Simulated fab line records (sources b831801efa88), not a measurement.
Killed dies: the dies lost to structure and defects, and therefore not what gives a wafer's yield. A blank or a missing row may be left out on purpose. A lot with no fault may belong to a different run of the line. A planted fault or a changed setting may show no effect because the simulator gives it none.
Comparing a struck lot with a sound one | flow sky130 | 15 out of 708 route steps
Sound: these wafers, L535.2, L535.4, L535.6. Wafers struck: L548.1, L548.5, L548.6. The cause is named last.
For every step that has rows: the tool of each side, followed by ch and its chambers, followed by its first start. Under that, the readings that differ: sound wafers | struck wafers | difference of the means | sigmas: that difference in standard deviations of wafers without a fault.
alike: readings whose means differ by less than 2 such deviations, and words and numbers that are the same on both sides. not compared: withheld readings, readings that some wafer has no value for, bounds like >300 that may hide the same value, and numbers for which the record gives no deviation and whose values overlap.
Wherever a step has rows on one side only, a row that says differs or no value, or a row with sigmas, the two part there. Non-overlapping numbers with no deviation appear without sigmas and do not part them. A reading missing from all wafers of one side parts the sides only when that side holds two or more wafers.

first, 1 step without rows for these wafers: SKY_POLY_GATE_OXIDATION_20 (stabilise 600 s, purge 300 s, target thk 4 nm).
SKY_POLY_GATE_THK_MEAS_21:
  sound on filmMetro-03 at day 17 03:20; struck on filmMetro-01 at day 22 17:40
  alike: POLY_GATE_OXIDATION_THK
SKY_POLY_GATE_CD_MEAS_22:
  sound on cdSem-01 at day 17 03:25; struck on cdSem-02 at day 22 17:44
  alike: cdNm
then, 7 steps without rows for these wafers: SKY_LDD_N_DEHYDRATE_00 (time 60 s); SKY_LDD_N_HMDS_01 (prime time 60 s); SKY_LDD_N_COAT_02 (resist thk 300 nm); SKY_LDD_N_SOFTBAKE_03 (time 57.87 s); SKY_LDD_N_EXPOSE_04 (exposes mask NTM, target cd 840 nm); SKY_LDD_N_PEB_05; SKY_LDD_N_DEVELOP_06 (develop time 60 s).
SKY_LDD_N_OVL_MEAS_07:
  sound on overlay-02 at day 18 06:20; struck on overlay-02 at day 23 23:32
  alike: LDD_N_OVL
after that, 1 step had no rows for these wafers: SKY_LDD_N_IMPLANT_08.
SKY_LDD_N_IMPLANT_09:
  sound on implanter-04 ch 0, day 18 06:33; struck on implanter-02 ch 0, day 23 23:43
reading                  | sound                | struck               | difference | sigmas
beamEnergyKeV            | 20.002 20.002 19.991 | 20.853 20.841 20.848 | +0.849     | +99 or more
model.implant.rpNm (nm)  | 15.5 15.5 15.5       | 16.23 16.23 16.23    | +0.73      | 
model.implant.drpNm (nm) | 7.212 7.212 7.212    | 7.423 7.423 7.423    | +0.211     | 
  alike: beamOnS
after that, 1 step had no rows for these wafers: SKY_LDD_N_IMPLANT_10.
-- here the record skips 26 days between the struck wafers' starts before and after, leaving off in module LDD_N and picking up in module PAD_OPEN (first step shown: number 708 of the route) --
SKY_PAD_OPEN_PROBE_99:
  sound on prober-01 at day 45 22:27; struck on prober-01 at day 49 17:56
  alike: killed_at_M0_to_M3, killed_at_M4_up, killedAtContacts, killedAtFrontEnd, killedAtOther, killedDies, killedOpen, killedShort

== WHERE THEY PART ==
Within this record, at SKY_LDD_N_IMPLANT_09 only. Later steps at which nothing parts them and some readings are alike: SKY_PAD_OPEN_PROBE_99.

WHY: whatever the simulator had introduced
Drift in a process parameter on implanter-02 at SKY_LDD_N_IMPLANT_09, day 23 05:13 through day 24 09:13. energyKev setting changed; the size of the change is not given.
